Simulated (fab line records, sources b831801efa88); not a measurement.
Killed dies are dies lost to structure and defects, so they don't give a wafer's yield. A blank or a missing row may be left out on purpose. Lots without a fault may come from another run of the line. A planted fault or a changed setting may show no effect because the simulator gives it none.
Which tool did it? | flow gf180mcu | 11 lots, 33 wafers sampled, at 6 steps of a route of 602

WHAT THE GAUGES READ, wafer by wafer
GF_V4_THK_MEAS_01.
lot  | measured     | on            | V4_CVD_00_THK (nm)
L685 | day 23 18:44 | film_metro-01 | 587 581 584
L686 | day 23 22:28 | film_metro-03 | 603 584 591
L690 | day 25 03:23 | film_metro-01 | 605 597 597
L691 | day 25 19:08 | film_metro-04 | 598 606 598
L692 | day 26 03:10 | film_metro-03 | 596 599 597
L693 | day 26 11:25 | film_metro-03 | 589 606 609
L696 | day 27 11:02 | film_metro-04 | 607 589 599
L703 | day 29 06:44 | film_metro-04 | 604 606 605
L704 | day 29 16:34 | film_metro-04 | 601 598 589
L705 | day 29 16:55 | film_metro-04 | 598 594 593
L707 | day 30 10:02 | film_metro-04 | 594 595 592

GF_MIM_RS_MEAS_10: measures by four-point-probe.
lot  | measured     | on            | MIM_ALCU_RS (ohm/sq)
L685 | day 24 19:03 | film_metro-04 | 0.1555 0.1560 0.1563
L686 | day 24 23:14 | film_metro-01 | 0.1619 0.1588 0.1616
L690 | day 26 02:51 | film_metro-01 | 0.1626 0.1621 0.1623
L691 | day 26 18:26 | film_metro-01 | 0.1599 0.1626 0.1585
L692 | day 27 01:57 | film_metro-04 | 0.1611 0.1621 0.1622
L693 | day 27 10:11 | film_metro-01 | 0.1623 0.1632 0.1616
L696 | day 28 09:27 | film_metro-01 | 0.1647 0.1630 0.1816
L703 | day 30 04:17 | film_metro-01 | 0.1558 0.1570 0.1579
L704 | day 30 13:12 | film_metro-04 | 0.1623 0.1637 0.1620
L705 | day 30 13:32 | film_metro-04 | 0.1588 0.1579 0.1614
L707 | day 31 06:44 | film_metro-04 | 0.1588 0.1587 0.1587

GF_MIM_THK_MEAS_11: measures by xrf.
lot  | measured     | on            | MIM_ALCU_THK (nm)
L685 | day 24 19:10 | film_metro-04 | 207 205 205
L686 | day 24 23:21 | film_metro-01 | 197 199 198
L690 | day 26 02:56 | film_metro-01 | 195 196 195
L691 | day 26 18:31 | film_metro-01 | 199 196 200
L692 | day 27 02:04 | film_metro-04 | 200 199 199
L693 | day 27 10:17 | film_metro-01 | 196 196 197
L696 | day 28 09:34 | film_metro-01 | 196 196 176
L703 | day 30 04:23 | film_metro-01 | 205 204 203
L704 | day 30 13:19 | film_metro-04 | 198 196 197
L705 | day 30 13:40 | film_metro-04 | 202 203 199
L707 | day 31 06:50 | film_metro-04 | 203 202 202

WHICH TOOL RAN EACH LOT (tool, then ch and the chambers of the sampled wafers, then the start)
lot  | GF_MIM_SPUTTER_01            | GF_MIM_SPUTTER_02            | GF_MIM_SPUTTER_08
L685 | pvd_sputter-01, day 24 18:44 | pvd_sputter-01, day 24 18:46 | pvd_sputter-02, day 24 18:59
L686 | pvd_sputter-04, day 24 22:55 | pvd_sputter-04, day 24 22:56 | pvd_sputter-01, day 24 23:10
L690 | pvd_sputter-02, day 26 02:28 | pvd_sputter-02, day 26 02:30 | pvd_sputter-01, day 26 02:44
L691 | pvd_sputter-04, day 26 18:04 | pvd_sputter-04, day 26 18:05 | pvd_sputter-01, day 26 18:20
L692 | pvd_sputter-01, day 27 01:38 | pvd_sputter-01, day 27 01:40 | pvd_sputter-04, day 27 01:53
L693 | pvd_sputter-02, day 27 09:50 | pvd_sputter-02, day 27 09:52 | pvd_sputter-04, day 27 10:05
L696 | pvd_sputter-01, day 28 09:07 | pvd_sputter-01, day 28 09:09 | pvd_sputter-04, day 28 09:23
L703 | pvd_sputter-04, day 30 03:56 | pvd_sputter-04, day 30 03:58 | pvd_sputter-02, day 30 04:11
L704 | pvd_sputter-02, day 30 12:53 | pvd_sputter-02, day 30 12:55 | pvd_sputter-01, day 30 13:09
L705 | pvd_sputter-04, day 30 13:11 | pvd_sputter-04, day 30 13:13 | pvd_sputter-02, day 30 13:29
L707 | pvd_sputter-01, day 31 06:23 | pvd_sputter-01, day 31 06:25 | pvd_sputter-02, day 31 06:38
- GF_MIM_SPUTTER_01: material TiN, target thk 30 nm, time 25 s.
- GF_MIM_SPUTTER_02: material AlCu, target thk 450 nm, time 23.9 s.
- GF_MIM_SPUTTER_08: material AlCu, target thk 200 nm, time 10.6 s.

WHAT THE TOOLS THEMSELVES READ (means of the sampled wafers that have a number; where no wafer has one, the mark that the record gives instead)
GF_MIM_SPUTTER_01.
lot  | tool           | throttle_valve_pct (%)
L685 | pvd_sputter-01 | 30.2
L686 | pvd_sputter-04 | 30.7
L690 | pvd_sputter-02 | 29.9
L691 | pvd_sputter-04 | 31.1
L692 | pvd_sputter-01 | 30.6
L693 | pvd_sputter-02 | 29.6
L696 | pvd_sputter-01 | 30.7
L703 | pvd_sputter-04 | 30.7
L704 | pvd_sputter-02 | 29.3
L705 | pvd_sputter-04 | 31.5
L707 | pvd_sputter-01 | 29.9

GF_MIM_SPUTTER_02.
lot  | tool           | throttle_valve_pct (%)
L685 | pvd_sputter-01 | 30.3
L686 | pvd_sputter-04 | 30.9
L690 | pvd_sputter-02 | 29.9
L691 | pvd_sputter-04 | 31.2
L692 | pvd_sputter-01 | 30.7
L693 | pvd_sputter-02 | 29.5
L696 | pvd_sputter-01 | 30.7
L703 | pvd_sputter-04 | 30.6
L704 | pvd_sputter-02 | 29.4
L705 | pvd_sputter-04 | 31.6
L707 | pvd_sputter-01 | 30.0

GF_MIM_SPUTTER_08.
lot  | tool           | throttle_valve_pct (%)
L685 | pvd_sputter-02 | 29.6
L686 | pvd_sputter-01 | 30.6
L690 | pvd_sputter-01 | 30.3
L691 | pvd_sputter-01 | 30.5
L692 | pvd_sputter-04 | 30.8
L693 | pvd_sputter-04 | 30.7
L696 | pvd_sputter-04 | 30.8
L703 | pvd_sputter-02 | 29.6
L704 | pvd_sputter-01 | 30.3
L705 | pvd_sputter-02 | 30.0
L707 | pvd_sputter-02 | 30.2

THE ANSWER, worked out from the rows above alone
Rule: what is usual is taken from the lots themselves. Put in order of their means at a reading, lots are off if they are a third of the lots or fewer, leave a main group of 4 or more, and stand apart from it by a gap of 3 or more times the standard deviation of the main group's means; of several such gaps the widest counts. A main group whose means are all the same, to the digits that the tables above print for the reading, isn't used. A lot without any number at a reading at which 4 lots or more have one is off too. The other lots that the step has rows for count as sound. The gauges are gone through in route order, then the tools' own readings, and for those a lot's mean is taken as printed above. The first step at which some lot is off is used, and at that step the reading that is off furthest; a lot without a number counts as furthest.
Off: L696, at GF_MIM_RS_MEAS_10 (MIM_ALCU_RS). The main group: mean 0.1601 ohm/sq, standard deviation 0.0022.
A tool fits if, at a process step before that reading, it ran every lot that is off, and no sound lot after the first of them. The gauges at GF_MIM_RS_MEAS_10 are tried like those tools. One fits: pvd_sputter-04 at GF_MIM_SPUTTER_08. Its last sound lot is L693 (day 27 10:05), its first lot that is off L696 (day 28 09:23): a fault that began between those two fits.

WHAT THE SIMULATOR HAD PUT IN
Process parameter drift: pvd_sputter-04, from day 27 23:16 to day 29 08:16, at GF_MIM_SPUTTER_08. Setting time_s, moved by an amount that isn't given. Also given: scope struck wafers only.
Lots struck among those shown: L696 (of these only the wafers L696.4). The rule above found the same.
